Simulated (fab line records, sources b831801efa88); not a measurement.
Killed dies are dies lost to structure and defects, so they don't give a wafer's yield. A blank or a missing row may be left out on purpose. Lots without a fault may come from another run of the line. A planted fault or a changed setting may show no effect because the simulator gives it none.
Which tool did it? | flow sky130 | 14 lots, 42 wafers sampled, at 4 steps of a route of 708

WHAT THE GAUGES READ, wafer by wafer
The record holds no reading of a measuring or inspecting step that can be judged against a usual standard deviation.

WHICH TOOL RAN EACH LOT (tool, then ch and the chambers of the sampled wafers, then the start)
lot  | SKY_METAL1_SPUTTER_04        | SKY_METAL1_STRIP_20                  | SKY_VIA1_CMP_02               | SKY_VIA1_STRIP_16
L418 | pvd_sputter-01, day 31 18:57 | plasma_asher-02 ch 1, day 32 22:37   | cmp-02 ch 0,1, day 32 23:28   | plasma_asher-03 ch 0,1, day 34 02:22
L419 | pvd_sputter-03, day 31 21:33 | plasma_asher-03 ch 0,1, day 33 01:16 | cmp-02 ch 0,1,3, day 33 02:11 | plasma_asher-02 ch 0,1, day 34 04:25
L421 | pvd_sputter-01, day 32 13:52 | plasma_asher-04 ch 0,1, day 33 16:44 | cmp-02 ch 0,3, day 33 17:32   | plasma_asher-01 ch 0,1, day 34 20:48
L420 | pvd_sputter-03, day 32 14:52 | plasma_asher-04 ch 1, day 33 17:40   | cmp-02 ch 2,3, day 33 18:29   | plasma_asher-01 ch 0,1, day 34 22:40
L422 | pvd_sputter-01, day 32 18:55 | plasma_asher-03 ch 0,1, day 33 21:25 | cmp-01 ch 2,3, day 33 22:17   | plasma_asher-01 ch 0,1, day 35 01:37
L431 | pvd_sputter-01, day 35 22:33 | plasma_asher-04 ch 0,1, day 37 00:43 | cmp-01 ch 0,1, day 37 01:29   | plasma_asher-03 ch 1, day 38 03:19
L432 | pvd_sputter-02, day 36 05:12 | plasma_asher-03 ch 0,1, day 37 07:46 | cmp-02 ch 1,2,3, day 37 08:32 | plasma_asher-02 ch 0,1, day 38 09:58
L435 | pvd_sputter-01, day 36 20:42 | plasma_asher-03 ch 0,1, day 37 22:47 | cmp-02 ch 1,2,3, day 37 23:40 | plasma_asher-03 ch 0,1, day 39 01:57
L436 | pvd_sputter-03, day 37 11:29 | plasma_asher-02 ch 0,1, day 38 13:44 | cmp-02 ch 0,1,3, day 38 14:30 | plasma_asher-02 ch 0,1, day 39 15:34
L437 | pvd_sputter-02, day 37 15:14 | plasma_asher-03 ch 0,1, day 38 16:52 | cmp-01 ch 0,2,3, day 38 17:37 | plasma_asher-01 ch 0,1, day 39 19:16
L438 | pvd_sputter-01, day 37 18:57 | plasma_asher-03 ch 0,1, day 38 21:01 | cmp-01 ch 0,2,3, day 38 21:55 | plasma_asher-02 ch 0,1, day 39 22:58
L439 | pvd_sputter-03, day 38 03:50 | plasma_asher-03 ch 0,1, day 39 05:31 | cmp-02 ch 0,3, day 39 06:25   | plasma_asher-01 ch 0,1, day 40 07:07
L440 | pvd_sputter-02, day 38 11:02 | plasma_asher-03 ch 0,1, day 39 12:43 | cmp-01 ch 0,2,3, day 39 13:38 | plasma_asher-02 ch 0,1, day 40 14:07
L441 | pvd_sputter-01, day 38 16:45 | plasma_asher-02 ch 0,1, day 39 17:52 | cmp-01 ch 0,2,3, day 39 18:58 | plasma_asher-01 ch 0,1, day 40 19:13
- SKY_METAL1_SPUTTER_04: material TiN, target thk 70 nm, time 58.3 s.
- SKY_METAL1_STRIP_20: strips in O2/N2.
- SKY_VIA1_CMP_02: polishes SiO2.
- SKY_VIA1_STRIP_16: strips in O2/N2.

WHAT THE TOOLS THEMSELVES READ (means of the sampled wafers that have a number; where no wafer has one, the mark that the record gives instead)
SKY_METAL1_SPUTTER_04. Usual: throttle_valve_pct 29.9 %, standard deviation 0.97.
lot  | tool           | throttle_valve_pct (%) | flag
L418 | pvd_sputter-01 | 30.2                   |
L419 | pvd_sputter-03 | 29.6                   |
L421 | pvd_sputter-01 | 30.3                   |
L420 | pvd_sputter-03 | 30.1                   |
L422 | pvd_sputter-01 | 30.3                   |
L431 | pvd_sputter-01 | 31.0                   |
L432 | pvd_sputter-02 | 29.6                   |
L435 | pvd_sputter-01 | 30.4                   |
L436 | pvd_sputter-03 | 30.0                   |
L437 | pvd_sputter-02 | 29.4                   |
L438 | pvd_sputter-01 | 29.8                   |
L439 | pvd_sputter-03 | 30.7                   |
L440 | pvd_sputter-02 | 29.3                   |
L441 | pvd_sputter-01 | 29.9                   |

SKY_METAL1_STRIP_20. Usual: chamber_pressure_mTorr 1500.0 mTorr, standard deviation 1.5; drypump_motor_current_A 6.0 A, standard deviation 0.45; oes_product_au 0.342 a.u., standard deviation 0.0048; strip_time_to_endpoint_s 2.68 s, standard deviation 0.047.
lot  | tool            | chamber_pressure_mTorr (mTorr) | drypump_motor_current_A (A) | oes_product_au (a.u.) | strip_time_to_endpoint_s (s) | flag
L418 | plasma_asher-02 | 1501.0                         | 6.0                         | 0.340                 | 2.66                         |
L419 | plasma_asher-03 | 1500.1                         | 6.4                         | 0.338                 | 2.62                         |
L421 | plasma_asher-04 | 1499.9                         | 5.4                         | 0.345                 | 2.70                         |
L420 | plasma_asher-04 | 1500.3                         | 5.4                         | 0.343                 | 2.66                         |
L422 | plasma_asher-03 | 1499.5                         | 6.4                         | 0.344                 | 2.68                         |
L431 | plasma_asher-04 | 1499.2                         | 5.5                         | 0.344                 | 2.78                         |
L432 | plasma_asher-03 | 1500.8                         | 6.5                         | 0.347                 | 2.76                         |
L435 | plasma_asher-03 | 1499.9                         | 6.5                         | 0.340                 | 2.68                         |
L436 | plasma_asher-02 | 1499.5                         | 6.1                         | 0.341                 | 2.65                         |
L437 | plasma_asher-03 | 1498.1                         | 6.5                         | 0.345                 | 2.74                         |
L438 | plasma_asher-03 | 1499.9                         | 6.5                         | 0.345                 | 2.70                         |
L439 | plasma_asher-03 | 1499.6                         | 6.5                         | 0.340                 | 2.69                         |
L440 | plasma_asher-03 | 1499.6                         | 6.5                         | 0.338                 | 2.66                         |
L441 | plasma_asher-02 | 1499.5                         | 6.1                         | 0.345                 | 2.69                         |

SKY_VIA1_CMP_02. Usual: head_pressure_psi 3.999 psi, standard deviation 0.0084; motor_current_A 12.5 A, standard deviation 1.9; slurry_flow_ml_min 150.1, standard deviation 0.46.
lot  | tool   | head_pressure_psi (psi) | motor_current_A (A) | slurry_flow_ml_min | flag
L418 | cmp-02 | 3.999                   | 13.4                | 149.9              |
L419 | cmp-02 | 3.996                   | 13.0                | 149.8              |
L421 | cmp-02 | 3.995                   | 12.9                | 150.1              |
L420 | cmp-02 | 4.011                   | 11.0                | 150.2              |
L422 | cmp-01 | 4.005                   | 11.5                | 149.9              |
L431 | cmp-01 | 4.008                   | 13.0                | 150.2              |
L432 | cmp-02 | 4.002                   | 11.3                | 149.8              |
L435 | cmp-02 | 4.006                   | 11.6                | 150.0              |
L436 | cmp-02 | 3.992                   | 13.1                | 149.9              |
L437 | cmp-01 | 4.008                   | 12.0                | 150.2              |
L438 | cmp-01 | 4.000                   | 11.4                | 150.2              |
L439 | cmp-02 | 3.999                   | 13.0                | 150.2              |
L440 | cmp-01 | 3.997                   | 11.6                | 150.1              |
L441 | cmp-01 | 3.994                   | 11.6                | 150.4              |

SKY_VIA1_STRIP_16. Usual: chamber_pressure_mTorr 1499.9 mTorr, standard deviation 1.4; drypump_motor_current_A 6.1 A, standard deviation 0.53; oes_product_au 0.416 a.u., standard deviation 0.0051; strip_time_to_endpoint_s 4.459 s, standard deviation 0.027.
lot  | tool            | chamber_pressure_mTorr (mTorr) | drypump_motor_current_A (A) | oes_product_au (a.u.) | strip_time_to_endpoint_s (s) | flag
L418 | plasma_asher-03 | 1499.4                         | 6.4                         | 0.415                 | 4.475                        |
L419 | plasma_asher-02 | 1500.5                         | 6.1                         | 0.411                 | 4.416                        |
L421 | plasma_asher-01 | 1501.5                         | 5.5                         | 0.419                 | 4.503                        |
L420 | plasma_asher-01 | 1500.7                         | 5.4                         | 0.420                 | 4.467                        |
L422 | plasma_asher-01 | 1501.3                         | 5.5                         | 0.421                 | 4.494                        |
L431 | plasma_asher-03 | -                              | -                           | -                     | -                            | OFF
L432 | plasma_asher-02 | -                              | -                           | -                     | -                            | OFF
L435 | plasma_asher-03 | 1499.1                         | 6.4                         | 0.410                 | 4.469                        |
L436 | plasma_asher-02 | 1500.5                         | 6.1                         | 0.421                 | 4.450                        |
L437 | plasma_asher-01 | 1500.0                         | 6.0                         | 0.412                 | 4.426                        |
L438 | plasma_asher-02 | 1499.6                         | 6.1                         | 0.416                 | 4.425                        |
L439 | plasma_asher-01 | 1499.8                         | 5.9                         | 0.418                 | 4.467                        |
L440 | plasma_asher-02 | 1500.2                         | 6.1                         | 0.412                 | 4.437                        |
L441 | plasma_asher-01 | 1500.9                         | 5.5                         | 0.418                 | 4.452                        |

THE ANSWER, worked out from the rows above alone
Rule: a lot is off if the mean of its wafers that have a number lies more than 3 standard deviations from the usual mean. A lot without any number at a reading at which 4 lots or more have one is off too. The other lots that the step has rows for count as sound. The gauges are gone through in route order, then the tools' own readings, and for those a lot's mean is taken as printed above. The first step at which some lot is off is used, and at that step the reading that is off furthest; a lot without a number counts as furthest.
Off: L431, L432, at SKY_VIA1_STRIP_16 (chamber_pressure_mTorr). Without a number there: L431, L432.
A tool fits if, at that step or a process step before it, it ran every lot that is off, and no sound lot after the first of them. None of those tried fits.

WHAT THE SIMULATOR HAD PUT IN
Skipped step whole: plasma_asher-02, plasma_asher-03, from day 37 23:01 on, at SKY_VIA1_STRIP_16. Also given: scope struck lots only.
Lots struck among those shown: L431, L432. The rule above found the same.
